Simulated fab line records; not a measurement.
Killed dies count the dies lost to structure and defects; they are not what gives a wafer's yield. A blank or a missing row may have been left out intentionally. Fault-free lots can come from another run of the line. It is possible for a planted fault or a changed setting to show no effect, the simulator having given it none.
Which of the tools did it?	flow gf180mcu	11 lots, 33 wafers sampled, at 4 steps of a route of 602

## WHAT EACH GAUGE READ, for each wafer
GF_VT_IMPLANT_TW_MEAS_43.
lot	measured	on	VT_IMPLANT_4_TW
L895	day 8 08:26	filmMetro-03	697 699 697
L897	day 8 23:38	filmMetro-02	697 699 694
L899	day 9 13:21	filmMetro-04	675 677 675
L900	day 9 20:14	filmMetro-04	675 677 672
L902	day 10 09:17	filmMetro-02	702 697 701
L909	day 12 09:04	filmMetro-02	30 30 30
L910	day 12 12:55	filmMetro-02	31 30 30
L911	day 12 19:40	filmMetro-03	30 30 30
L913	day 13 11:52	filmMetro-03	695 695 694
L914	day 13 17:25	filmMetro-04	675 674 675
L915	day 14 01:53	filmMetro-03	702 702 702

## EACH LOT AND THE TOOL THAT RAN IT (in order: tool; ch and the chambers of the sampled wafers; start)
lot	GF_DNWELL_STRIP_08	GF_VT_IMPLANT_STRIP_31	GF_VT_IMPLANT_STRIP_42
L895	plasmaAsher-04 ch 0,1, day 3 10:17	plasmaAsher-03 ch 0,1, day 7 15:35	plasmaAsher-03 ch 0,1, day 8 08:21
L897	plasmaAsher-03 ch 0,1, day 3 22:02	plasmaAsher-01 ch 1, day 8 06:34	plasmaAsher-03 ch 1, day 8 23:32
L899	plasmaAsher-04 ch 0,1, day 4 08:31	plasmaAsher-03 ch 0,1, day 8 20:13	plasmaAsher-01 ch 0,1, day 9 13:14
L900	plasmaAsher-04 ch 0,1, day 4 15:04	plasmaAsher-01 ch 0,1, day 9 02:14	plasmaAsher-04 ch 0,1, day 9 20:08
L902	plasmaAsher-02 ch 0,1, day 4 23:23	plasmaAsher-01 ch 0,1, day 9 16:01	plasmaAsher-03 ch 0,1, day 10 09:11
L909	plasmaAsher-03 ch 0,1, day 6 13:01	plasmaAsher-01 ch 0,1, day 11 13:23	plasmaAsher-01 ch 0,1, day 12 08:58
L910	plasmaAsher-04 ch 0,1, day 6 18:19	plasmaAsher-03 ch 0,1, day 11 17:46	plasmaAsher-04 ch 0,1, day 12 12:49
L911	plasmaAsher-04 ch 0,1, day 6 23:01	plasmaAsher-01 ch 0,1, day 12 00:07	plasmaAsher-04 ch 0,1, day 12 19:35
L913	plasmaAsher-03 ch 0, day 7 10:06	plasmaAsher-01 ch 1, day 12 15:49	plasmaAsher-04 ch 0,1, day 13 11:46
L914	plasmaAsher-04 ch 0,1, day 7 15:36	plasmaAsher-04 ch 0,1, day 12 21:50	plasmaAsher-01 ch 0,1, day 13 17:19
L915	plasmaAsher-03 ch 0,1, day 7 21:04	plasmaAsher-01 ch 0,1, day 13 05:19	plasmaAsher-04 ch 0,1, day 14 01:47
- GF_DNWELL_STRIP_08: strips in O2/N2.
- GF_VT_IMPLANT_STRIP_31: strips in O2/N2.
- GF_VT_IMPLANT_STRIP_42: strips in O2/N2.

## THE ANSWER, worked out from the rows above alone
Rule: usual is defined by the lots themselves. The widest of any qualifying gaps counts: lots, ordered by their means at a reading, are off when they make up no more than a third of the lots, leave a main group of 4 or more, and stand apart from it by 3 or more times the standard deviation of that group's means. The tables above print the reading to a certain number of digits; a main group whose means all agree to those digits is not used. Also off: a lot with no number at a reading for which 4 or more lots have one. Where the step has rows for the other lots, those lots are counted as sound.
Off: at GF_VT_IMPLANT_TW_MEAS_43 (VT_IMPLANT_4_TW), L909, L910, L911. Main group: mean 690, sd 11.
If a tool, at a process step before that reading, ran all the lots that are off and no sound lot after the first of them, it fits. The gauges at GF_VT_IMPLANT_TW_MEAS_43 are tried like those tools. Not one of the candidates tried fits.

## WHAT HAD BEEN PUT IN BY THE SIMULATOR
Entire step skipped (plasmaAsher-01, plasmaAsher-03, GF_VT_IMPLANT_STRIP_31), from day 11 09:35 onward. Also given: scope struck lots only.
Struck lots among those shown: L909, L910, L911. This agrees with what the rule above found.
